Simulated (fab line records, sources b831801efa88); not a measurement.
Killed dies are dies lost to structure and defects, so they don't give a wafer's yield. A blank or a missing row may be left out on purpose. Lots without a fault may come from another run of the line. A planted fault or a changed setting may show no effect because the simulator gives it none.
A struck lot beside a sound one | flow sky130 | 22 steps out of a route of 708
Sound: wafers L866.3, L866.4, L866.5. Struck: wafers L882.1, L882.2, L882.3. The cause comes at the end.
At each step with rows: each side's tool, then ch and its chambers, then its first start. Under that, the readings that differ: sound wafers | struck wafers | difference of the means | sigmas: that difference in standard deviations of wafers without a fault.
alike: readings whose means differ by less than 2 such deviations, and words and numbers that are the same on both sides. not compared: withheld readings, readings that some wafer has no value for, bounds like >300 that may hide the same value, and numbers for which the record gives no deviation and whose values overlap.
The two part at a step that has a row with sigmas, a row that says differs or no value, or rows on one side only. Numbers that don't overlap but have no deviation are shown without sigmas and don't part them. A reading that every wafer of one side lacks parts them only if that side has two wafers or more.

first, 1 step without rows for these wafers: SKY_CAPM_DEVELOP_11 (develop time 60 s).
SKY_CAPM_OVL_MEAS_12:
  sound on overlay-01, day 38 11:52; struck on overlay-01, day 43 10:46
  alike: CAPM_OVL
SKY_CAPM_METAL_ETCH_13: etches TiN in Cl2/BCl3, stops on SiO2, target depth 220 nm, time 62.9 s.
  sound on rie_metal-02 ch 0,1, day 38 11:55; struck on rie_metal-02 ch 0,1, day 43 10:48
  alike: drypump_motor_current_A, oes_product_au, throttle_valve_pct
  not compared: rf_hours_counter_h
SKY_CAPM_STRIP_14: strips in O2/N2.
  sound on plasma_asher-04 ch 0,1, day 38 12:00; struck on plasma_asher-04 ch 0,1, day 43 10:53
  alike: drypump_motor_current_A, oes_product_au, strip_time_to_endpoint_s
  not compared: rf_hours_counter_h
then, 8 steps without rows for these wafers: SKY_CAPM_STRIP_15 (strips in post etch residue remover, time 1200 s); SKY_CAPM_CLEAN_16 (cleans in IPA, time 180 s); SKY_CAPM_CLEAN_17 (cleans in O3/DIW); SKY_METAL3_DEHYDRATE_05 (time 60 s); SKY_METAL3_HMDS_06 (prime time 60 s); SKY_METAL3_COAT_07 (resist thk 60 nm); SKY_METAL3_COAT_08 (resist thk 1140 nm); SKY_METAL3_SOFTBAKE_09 (time 90 s).
SKY_METAL3_EXPOSE_10: exposes mask MM3, target cd 300 nm.
  sound on krf_scanner-01 ch 0, day 39 01:55; struck on krf_scanner-02 ch 0, day 43 22:31
  reading              | sound             | struck            | difference | sigmas
  exposure_dose_mJ_cm2 | 27.95 27.96 27.96 | 21.40 21.45 21.42 | -6.53      | -99 or more
  alike: mask
then, 2 steps without rows for these wafers: SKY_METAL3_PEB_11; SKY_METAL3_DEVELOP_12 (develop time 60 s).
SKY_METAL3_CD_MEAS_13: target cd 300 nm.
  sound on cd_sem-02, day 39 13:51; struck on cd_sem-02, day 44 09:51
  reading    | sound             | struck            | difference | sigmas
  cd_nm (nm) | 302.5 302.3 302.3 | 347.1 346.2 346.6 | +44.3      | +30
  not compared: hold
SKY_METAL3_OVL_MEAS_14:
  sound on overlay-02, day 39 13:56; struck on overlay-02, day 44 12:46
  reading | sound | struck                                                                     | difference                   | sigmas
  hold    | - - - | await_dispo/2.8h/release await_dispo/2.8h/release await_dispo/2.8h/release | no value on the sound wafers |
  alike: METAL3_OVL
SKY_METAL3_DESCUM_15: chemistry O2, time 8 s.
  sound on rie_metal-02 ch 0,1, day 39 13:58; struck on rie_metal-04 ch 0,1, day 44 12:48
  reading                 | sound             | struck            | difference | sigmas
  model.METAL3.cd_nm (nm) | 301.9 301.6 302.4 | 346.9 345.9 346.6 | +44.5      |
  alike: drypump_motor_current_A, oes_product_au, temp_c
  not compared: rf_hours_counter_h
SKY_METAL3_ETCH_16: etches BARC in N2/H2, stops on SiO2, time 88.2 s, target depth 60 nm.
  sound on rie_metal-02 ch 0,1, day 39 14:02; struck on rie_metal-04 ch 0,1, day 44 12:50
  alike: drypump_motor_current_A, oes_product_au, throttle_valve_pct
  not compared: rf_hours_counter_h
SKY_METAL3_ETCH_17: etches SiO2 in C4F8/O2/Ar, stops on TiN, time 3.9 s, target depth 15 nm.
  sound on rie_diel-02 ch 2,3, day 39 14:05; struck on rie_diel-04 ch 0,1,2, day 44 12:56
  alike: oes_product_au
  not compared: rf_hours_counter_h
SKY_METAL3_METAL_ETCH_18: etches the open film in Cl2/BCl3, stops on SiO2, target depth 845 nm, time 183.1 s.
  sound on rie_metal-04 ch 0,1, day 39 14:10; struck on rie_metal-01 ch 0, day 44 12:57
  reading                 | sound             | struck            | difference | sigmas
  model.METAL3.cd_nm (nm) | 306.4 297.6 297.7 | 348.4 350.1 346.2 | +47.7      |
  alike: drypump_motor_current_A, oes_product_au, throttle_valve_pct
  not compared: rf_hours_counter_h
SKY_METAL3_STRIP_19: strips in O2/N2.
  sound on plasma_asher-04 ch 0,1, day 39 14:19; struck on plasma_asher-01 ch 0,1, day 44 13:19
  alike: drypump_motor_current_A, oes_product_au, strip_time_to_endpoint_s
  not compared: rf_hours_counter_h

WHERE THEY PART
First at SKY_METAL3_EXPOSE_10; last, within this record, at SKY_METAL3_OVL_MEAS_14. Later steps at which nothing parts them and some readings are alike: SKY_METAL3_DESCUM_15, SKY_METAL3_ETCH_16, SKY_METAL3_ETCH_17, SKY_METAL3_METAL_ETCH_18, SKY_METAL3_STRIP_19.

WHY: what the simulator had put in
Process parameter drift: krf_scanner-02, from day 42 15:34 on, at SKY_METAL3_EXPOSE_10. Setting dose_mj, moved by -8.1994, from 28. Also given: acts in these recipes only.
